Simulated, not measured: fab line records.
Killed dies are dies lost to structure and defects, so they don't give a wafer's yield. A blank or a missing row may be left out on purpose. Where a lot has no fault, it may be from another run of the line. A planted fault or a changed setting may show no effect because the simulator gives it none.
8D (eight disciplines) problem report, filled in by code ; flow gf180mcu ; the parts of the form that need people (team, actions taken, sign-off) are left out

## 1. PROBLEM STATEMENT
Mean of developerTempC at GF_VT_IMPLANT_DEVELOP_06: 22.05 C across 6 wafers in 2 lots; on wafers with no fault it is 23.00 C (standard deviation 0.098). Relative to the usual mean, that is a shift of -9.7 standard deviations.
The step: develop time 60 s.
Earliest sighting: wafer L856.1 on lithoTrack-01 at day 7 03:34. The record has a number at this step for 42 wafers belonging to 14 lots. Rule for "out" (also "out of limits"): further than 4 standard deviations from the usual mean. All remaining wafers that have a number are taken as sound.

## 2. WHAT IT IS; WHAT IT IS NOT
question;is;is not
which readings at this step;developerTempC;chillPlateTempC
which lots;L856, L858;L850, L852, L854, L857, L862, L863, L866, L867, L869, L871, L872, L873
which wafers of those lots;all that have a number;-
read on which tools;lithoTrack-01;lithoTrack-03, lithoTrack-04
when;from day 7 03:34;"up to then (9 sound wafers); but 27 sound wafers of L857, L862, L863, L866, L867, L869, L871, L872, L873 came after"

## 3. SUSPECTS, AND WHAT RULES EACH OUT
Counting: any tool at a process step up to the reading is kept as a suspect provided that every lot that is out went through it and no sound lot did after the first of them.
- lithoTrack-01 at GF_VT_IMPLANT_DEVELOP_06 (develop time 60 s): ruled out as a lasting fault. Sound lots L869, L871, L872 ran on it after its first lot that is out, L856 (day 7 03:34).
Left after counting: nothing in the record.

## 4. THE CAUSE (what the simulator had put in)
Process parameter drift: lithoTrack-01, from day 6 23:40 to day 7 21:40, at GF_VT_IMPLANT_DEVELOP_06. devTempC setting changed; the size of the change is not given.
Counting ruled it out, wrongly.

## 5. SEQUENCE OF EFFECTS, ordered by route
Each row: a reading whose mean over the struck wafers that have a number lies more than 3 standard deviations from the usual. Only readings whose record carries a usual standard deviation are examined. hours: median over the lots of the time between each lot's start at the first step of this table that gives one and its start at this step. sigmas: the change, counted in usual standard deviations.
hours;step;reading;usual;on struck wafers;change;sigmas
0;GF_VT_IMPLANT_DEVELOP_06;developerTempC;23.00 C;22.05;-0.95;-9.7
Process steps it contains:
- GF_VT_IMPLANT_DEVELOP_06: develop time 60 s.
At these later measuring or inspecting steps, every struck wafer for which the step has a row has a number for every such reading, and none has moved that far: GF_PSD_CD_MEAS_07, GF_M2_CD_MEAS_14.

## 6. HOW IT WOULD HAVE BEEN CAUGHT EARLIER
In this record no reading fell out of limits until day 7 03:34, 4 hours after the fault had begun at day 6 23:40.
